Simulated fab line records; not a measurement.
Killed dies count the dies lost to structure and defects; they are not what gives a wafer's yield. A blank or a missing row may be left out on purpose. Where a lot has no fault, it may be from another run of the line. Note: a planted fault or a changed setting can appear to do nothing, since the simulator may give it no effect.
Matching of chambers :: flow sky130 :: 4 sister chambers for SKY_POLY_CUT_ETCH_10 on rie diel-03
The step etches BARC in N2/H2, stops on SiO2, time 45.9 s, target depth 60 nm. 8 wafers are shown with their chamber, then 8 later ones without.

== WAFERS PAIRED WITH THEIR CHAMBERS ==
wafer: L082.1
chamber: 0
drypump motor current A (A): 5.5
oes product au (a.u.): 0.843

wafer: L082.4
chamber: 1
drypump motor current A (A): 5.9
oes product au (a.u.): 0.855

wafer: L082.5
chamber: 3
drypump motor current A (A): 5.7
oes product au (a.u.): 0.855

wafer: L082.6
chamber: 2
drypump motor current A (A): 6.0
oes product au (a.u.): 0.853

wafer: L080.1
chamber: 2
drypump motor current A (A): 6.0
oes product au (a.u.): 0.851

wafer: L080.2
chamber: 3
drypump motor current A (A): 5.8
oes product au (a.u.): 0.856

wafer: L080.3
chamber: 0
drypump motor current A (A): 5.5
oes product au (a.u.): 0.855

wafer: L080.4
chamber: 1
drypump motor current A (A): 5.8
oes product au (a.u.): 0.855

== WAFERS WITHOUT THEIR CHAMBER ==
wafer: L080.5
drypump motor current A (A): 5.7
oes product au (a.u.): 0.857

wafer: L080.6
drypump motor current A (A): 5.5
oes product au (a.u.): 0.860

wafer: L086.1
drypump motor current A (A): 5.9
oes product au (a.u.): 0.861

wafer: L086.2
drypump motor current A (A): 5.7
oes product au (a.u.): 0.850

wafer: L086.3
drypump motor current A (A): 5.8
oes product au (a.u.): 0.856

wafer: L086.4
drypump motor current A (A): 5.5
oes product au (a.u.): 0.861

wafer: L086.5
drypump motor current A (A): 5.7
oes product au (a.u.): 0.845

wafer: L086.6
drypump motor current A (A): 5.5
oes product au (a.u.): 0.850

== WHICH CHAMBER EACH ONE RAN IN ==
wafer: L080.5
from the rows above: can't be placed: 3 or 1
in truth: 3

wafer: L080.6
from the rows above: 0
in truth: 0

wafer: L086.1
from the rows above: can't be placed: 1 or 2 or 3
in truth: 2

wafer: L086.2
from the rows above: can't be placed: 3 or 1
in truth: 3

wafer: L086.3
from the rows above: can't be placed: 3 or 1
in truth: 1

wafer: L086.4
from the rows above: 0
in truth: 0

wafer: L086.5
from the rows above: can't be placed: 3 or 1 or 0
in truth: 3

wafer: L086.6
from the rows above: 0
in truth: 0
Correct placement for 3 of the 8. Unplaceable from these rows: 5, with the true chamber sitting among the candidates in 5. Wrongly placed: 0.
How it was worked out, from the rows above alone: a wafer's distance from a chamber is the root of the sum, over the readings, of the square of ((its reading less the chamber's mean) divided by the reading's scatter). The wafer belongs to the nearest chamber; if the next one is less than 2 further off, it can't be placed. Each chamber's mean is taken over the wafers shown for it. The scatter: the root of (the sum of the squares of (reading less its chamber's mean) over the shown wafers, divided by (wafers less chambers)).
